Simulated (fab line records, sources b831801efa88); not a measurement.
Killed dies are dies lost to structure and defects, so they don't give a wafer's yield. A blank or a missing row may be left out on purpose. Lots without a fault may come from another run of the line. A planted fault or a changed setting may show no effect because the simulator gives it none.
Problem report in the 8D (eight disciplines) form, filled by code | flow gf180mcu | the parts of the form that need people (team, actions taken, sign-off) are left out

1. THE PROBLEM
beam_energy_keV at GF_LVPWELL_IMPLANT_09 reads a mean of 55.034 on 9 wafers of 3 lots; wafers without a fault read 60.001 with a standard deviation of 0.02. That is -99 or more standard deviations from the usual mean.
First seen on wafer L792.2, day 5 01:28, on implanter-04. The record holds 21 wafers of 7 lots with a number at this step. Rule for "out", or "out of limits": more than 4 standard deviations from the usual mean. The other wafers with a number count as sound.

2. WHAT IT IS AND WHAT IT IS NOT
question                    | is                     | is not
which readings at this step | beam_energy_keV        | end_station_pressure_torr
which lots                  | L792, L794, L795       | L787, L789, L805, L808
which wafers of those lots  | all that have a number | -
read on which tools         | implanter-04           | implanter-01
when                        | from day 5 01:28       | up to then (6 sound wafers); but 6 sound wafers of L805, L808 came after

3. SUSPECTS, AND WHAT RULES EACH OUT
Counting: a tool at a process step up to the reading stays a suspect if it ran every lot that is out and no sound lot after the first of them.
- implanter-04 at GF_LVPWELL_IMPLANT_09: ruled out as a lasting fault. Sound lots L805 ran on it after its first lot that is out, L792 (day 5 01:28).
Left after counting: nothing in the record.

4. THE CAUSE (what the simulator had put in)
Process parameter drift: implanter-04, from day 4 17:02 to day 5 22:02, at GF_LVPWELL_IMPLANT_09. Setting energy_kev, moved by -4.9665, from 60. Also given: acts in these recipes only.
Counting ruled it out, wrongly.

5. THE CHAIN OF EFFECTS, in route order
Each row: a reading whose mean over the struck wafers that have a number lies more than 3 standard deviations from the usual. Only readings for which the record gives a usual standard deviation are gone through. hours: the time from each lot's start at the first step in this table that gives one to its start at this step, as a median over the lots. sigmas: the change in usual standard deviations.
hours | step                  | reading         | usual  | on struck wafers | change | sigmas
0     | GF_LVPWELL_IMPLANT_09 | beam_energy_keV | 60.001 | 55.034           | -4.967 | -99 or more
The process steps in it:
- GF_LVPWELL_IMPLANT_09

6. WHAT WOULD HAVE CAUGHT IT SOONER
In this record the first reading out of limits was taken at day 5 01:28, 8 hours after the fault began at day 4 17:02.
